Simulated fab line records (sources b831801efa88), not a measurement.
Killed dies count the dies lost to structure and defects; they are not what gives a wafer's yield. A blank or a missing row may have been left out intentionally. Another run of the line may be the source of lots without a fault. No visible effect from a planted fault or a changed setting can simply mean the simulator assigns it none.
The tool behind it: which one?    flow sfq_line    42 wafers sampled from 14 lots at 1 step of a route of 325

== WHAT EACH GAUGE READ, for each wafer ==
The record lacks any reading of a measuring or inspecting step that a usual standard deviation could be used to judge.

== EACH LOT AND THE TOOL THAT RAN IT (in order: tool; ch and the chambers of the sampled wafers; start) ==
lot   SFQ_TRILAYER_M8_LITHO_PEB_196
L723  litho_track-01 ch 0, day 76 18:14
L725  litho_track-04 ch 0, day 80 08:41
L726  litho_track-01 ch 0, day 80 12:19
L727  litho_track-02 ch 0, day 80 13:28
L729  litho_track-04, day 81 00:16
L730  litho_track-02, day 81 03:52
L738  litho_track-04 ch 0, day 83 05:46
L739  litho_track-04 ch 0, day 83 06:58
L741  litho_track-01 ch 0, day 89 10:00
L742  litho_track-02 ch 0, day 90 00:35
L743  litho_track-02 ch 0, day 92 18:40
L744  litho_track-01 ch 0, day 92 19:56
L745  litho_track-04 ch 0, day 92 23:31
L746  litho_track-01 ch 0, day 93 02:41
- SFQ_TRILAYER_M8_LITHO_PEB_196: peb time 60 s.

== WHAT THE TOOLS THEMSELVES READ (means of the sampled wafers that have a number; where no wafer has one, the mark that the record gives instead) ==
SFQ_TRILAYER_M8_LITHO_PEB_196. Usual: chill_plate_temp_C 23.01 C, standard deviation 0.12; exhaust_pa 44.9 Pa, standard deviation 0.99; plate_temp_C 115.02 C, standard deviation 0.13.
lot   tool            chill_plate_temp_C (C)  exhaust_pa (Pa)  plate_temp_C (C)  flag
L723  litho_track-01  23.03                   45.0             115.08            
L725  litho_track-04  23.04                   44.3             114.97            
L726  litho_track-01  22.92                   45.1             114.94            
L727  litho_track-02  23.12                   45.3             115.21            
L729  litho_track-04  -                       -                -                 OFF
L730  litho_track-02  -                       -                -                 OFF
L738  litho_track-04  23.04                   44.1             114.96            
L739  litho_track-04  23.10                   44.3             115.23            
L741  litho_track-01  23.03                   45.1             115.10            
L742  litho_track-02  22.97                   43.8             114.92            
L743  litho_track-02  23.07                   44.2             115.00            
L744  litho_track-01  23.08                   43.9             114.92            
L745  litho_track-04  23.07                   46.2             114.98            
L746  litho_track-01  22.98                   46.0             114.95            

== THE ANSWER, worked out from the rows above alone ==
Rule: lot off if the mean of its wafers having a number is beyond 3 standard deviations from the usual mean. Also off: a lot with no number at a reading for which 4 or more lots have one. Where the step has rows for the other lots, those lots are counted as sound. After the gauges, taken in route order, come the tools' own readings; for these a lot's mean is taken, as printed above. The first step at which some lot is off is used, and at that step the reading that is off furthest; a lot without a number counts as furthest.
Off at SFQ_TRILAYER_M8_LITHO_PEB_196 (chill_plate_temp_C): L729, L730. Without a number there: L729, L730.
A tool fits if, at that step or a process step before it, it ran every lot that is off, and no sound lot after the first of them. No candidate that was tried fits.

== WHAT THE SIMULATOR HAD INSERTED ==
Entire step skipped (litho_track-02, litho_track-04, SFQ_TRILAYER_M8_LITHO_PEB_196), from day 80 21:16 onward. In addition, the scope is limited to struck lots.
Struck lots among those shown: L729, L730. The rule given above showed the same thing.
